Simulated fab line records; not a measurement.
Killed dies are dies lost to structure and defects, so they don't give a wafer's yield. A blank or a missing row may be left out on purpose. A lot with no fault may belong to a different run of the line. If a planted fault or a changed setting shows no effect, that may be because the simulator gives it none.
Struck lot and sound lot, side by side + flow sky130 + 15 steps out of a route of 708
Sound: these wafers, L255.2, L255.5, L255.6. Wafers struck: L265.1, L265.2, L265.5. The cause is named last.
Per side, at each step with rows, come the tool, then ch with its chambers, and then its first start. Under that, the readings that differ: sound wafers + struck wafers + difference of the means + sigmas: that difference in standard deviations of wafers without a fault.
alike: readings with means less than 2 such deviations apart, plus words and numbers identical on both sides. not compared: withheld readings, readings lacking a value on some wafer, bounds such as >300 that could conceal the same value, and numbers that have no deviation in the record and whose values overlap.
Wherever a step has rows on one side only, a row that says differs or no value, or a row with sigmas, the two part there. Non-overlapping numbers with no deviation appear without sigmas and do not part them. A reading that every wafer of one side lacks parts them only if that side has two wafers or more.

first, 8 steps without rows for these wafers: SKY_LOCAL_INTERCONNECT_DEHYDRATE_03 (time 60 s); SKY_LOCAL_INTERCONNECT_HMDS_04 (prime time 60 s); SKY_LOCAL_INTERCONNECT_COAT_05 (resist thk 60 nm); SKY_LOCAL_INTERCONNECT_COAT_06 (resist thk 450 nm); SKY_LOCAL_INTERCONNECT_SOFTBAKE_07 (time 90 s); SKY_LOCAL_INTERCONNECT_EXPOSE_08 (exposes mask LI1M, target cd 170 nm); SKY_LOCAL_INTERCONNECT_PEB_09; SKY_LOCAL_INTERCONNECT_DEVELOP_10 (develop time 60 s).
SKY_LOCAL_INTERCONNECT_CD_MEAS_11: target cd 170 nm.
  sound: cd_sem-02 at day 31 05:08; struck: cd_sem-01 at day 35 00:04
  alike: cd_nm
SKY_LOCAL_INTERCONNECT_OVL_MEAS_12:
  sound: overlay-02 at day 31 05:14; struck: overlay-02 at day 35 00:11
  alike: LOCAL_INTERCONNECT_OVL
SKY_LOCAL_INTERCONNECT_ETCH_13: etches BARC in N2/H2, stops on SiO2, time 45.9 s, target depth 60 nm.
  sound on rie_metal-01 ch 0, day 31 05:18; struck on rie_metal-01 ch 0,1, day 35 00:13
  alike: drypump_motor_current_A, n2_flow_sccm, oes_product_au, throttle_valve_pct
  not compared: rf_hours_counter_h
SKY_LOCAL_INTERCONNECT_METAL_ETCH_14: etches TiN in Cl2/BCl3, stops on PSG, target depth 110 nm, time 31.4 s.
  sound on rie_metal-01 ch 0, day 31 05:25; struck on rie_metal-01 ch 0,1, day 35 00:17
  alike: drypump_motor_current_A, oes_product_au, throttle_valve_pct
  not compared: rf_hours_counter_h
SKY_LOCAL_INTERCONNECT_STRIP_15: strips in O2/N2.
  sound on plasma_asher-04 ch 0,1, day 31 05:30; struck on plasma_asher-02 ch 0,1, day 35 00:20
  no value came back on the struck wafers for any of 5 readings (chamber_pressure_mTorr (mTorr), drypump_motor_current_A (A) and others); on the sound wafers chamber_pressure_mTorr (mTorr) reads 1501.5 1500.9 1499.6
| reading                                                   | sound | struck            | difference | sigmas |
|-----------------------------------------------------------|-------|-------------------|------------|--------|
| model.KrF-thick_of_LOCAL_INTERCONNECT_COAT_06.thk_nm (nm) | 0 0 0 | 348.6 349.7 349.3 | +349.2     |        |
  not compared: rf_hours_counter_h
then, 1 step without rows for these wafers: SKY_LOCAL_INTERCONNECT_STRIP_16 (strips in post etch residue remover, time 1200 s).
-- the record jumps here: 14 days lie between the struck wafers' starts before and after (it left off in module LOCAL_INTERCONNECT and takes up again in module PAD_OPEN, whose first step shown is number 708 of the route) --
SKY_PAD_OPEN_PROBE_99:
  sound: prober-01 at day 46 10:40; struck: prober-01 at day 49 02:17
| reading            | sound      | struck      | difference | sigmas |
|--------------------|------------|-------------|------------|--------|
| killed_at_contacts | 31 18 25   | 436 431 422 | +405       | +72    |
| killed_dies        | 104 72 101 | 492 492 492 | +400       | +43    |
| killed_on_rim      | 21 18 19   | 96 96 96    | +77        | +20    |
  alike: killed_at_M0_to_M3, killed_at_M4_up, killed_at_front_end, killed_at_other, killed_open, killed_short

WHERE THEY PART
First at SKY_LOCAL_INTERCONNECT_STRIP_15; last, within this record, at SKY_PAD_OPEN_PROBE_99.

WHY: what the simulator had put in
Whole step skipped at SKY_LOCAL_INTERCONNECT_STRIP_15 on plasma_asher-02, starting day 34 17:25. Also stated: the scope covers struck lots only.
